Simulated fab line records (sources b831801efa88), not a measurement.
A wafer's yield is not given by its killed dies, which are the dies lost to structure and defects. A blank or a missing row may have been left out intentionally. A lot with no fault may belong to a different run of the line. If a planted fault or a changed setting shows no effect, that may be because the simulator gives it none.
A lot that was struck, set against a sound lot    flow gf180mcu    14 steps out of a route of 602
Sound: the wafers L317.1, L317.4, L317.6. Struck: wafers L306.1, L306.2, L306.4. The cause is given at the end.
For every step that has rows: the tool of each side, followed by ch and its chambers, followed by its first start. Under that, the readings that differ: sound wafers    struck wafers    difference of the means    sigmas: that difference in standard deviations of wafers without a fault.
alike: readings with means less than 2 such deviations apart, plus words and numbers identical on both sides. not compared: withheld readings, readings lacking a value on some wafer, bounds such as >300 that could conceal the same value, and numbers that have no deviation in the record and whose values overlap.
The two part at a step that has a row with sigmas, a row that says differs or no value, or rows on one side only. Numbers that don't overlap but have no deviation are shown without sigmas and don't part them. Lack of a reading on every wafer of one side parts them only where that side has two or more wafers.

first, 2 steps without rows for these wafers: GF_VT_IMPLANT_PEB_27; GF_VT_IMPLANT_DEVELOP_28 (develop time 60 s).
GF_VT_IMPLANT_OVL_MEAS_29:
  sound on overlay-01, day 11 14:42; struck on overlay-02, day 8 14:12
  alike: VT_IMPLANT_02_OVL
after that, 1 step had no rows for these wafers: GF_VT_IMPLANT_IMPLANT_30.
GF_VT_IMPLANT_STRIP_31: strips in O2/N2.
  sound on plasma asher-03 ch 0,1, day 11 14:53; struck on plasma asher-02 ch 0,1, day 8 14:23
  alike: drypump motor current A, heater power w, oes product au, strip time to endpoint s
  not compared: rf hours counter h
GF_VT_IMPLANT_TW_MEAS_32:
  sound on film metro-01, day 11 14:59; struck on film metro-02, day 8 14:29
  alike: VT_IMPLANT_3_TW
then, 6 steps without rows for these wafers: GF_VT_IMPLANT_DEHYDRATE_33 (time 60 s); GF_VT_IMPLANT_HMDS_34 (prime time 60 s); GF_VT_IMPLANT_COAT_35 (resist thk 1000 nm); GF_VT_IMPLANT_SOFTBAKE_36 (time 60 s); GF_VT_IMPLANT_EXPOSE_37 (exposes mask Nwell HV AREA, target cd 860 nm); GF_VT_IMPLANT_PEB_38.
GF_VT_IMPLANT_DEVELOP_39: develop time 60 s.
  struck on litho track-04, day 9 07:21; sound on litho track-02 ch 0, day 12 09:20
  no value came back on the struck wafers for chill plate temp C (C), develop time s (s); on the sound wafers chill plate temp C (C) reads 22.81 22.87 22.83
GF_VT_IMPLANT_OVL_MEAS_40:
  sound on overlay-02, day 12 09:29; struck on overlay-01, day 9 07:30
reading                 sound        struck  difference                     sigmas
VT_IMPLANT_03_OVL (nm)  0.3 3.4 0.3  - - -   no value on the struck wafers  

WHERE THEY PART
Earliest at GF_VT_IMPLANT_DEVELOP_39; latest, in this record, at GF_VT_IMPLANT_OVL_MEAS_40.

WHY: the cause the simulator had injected
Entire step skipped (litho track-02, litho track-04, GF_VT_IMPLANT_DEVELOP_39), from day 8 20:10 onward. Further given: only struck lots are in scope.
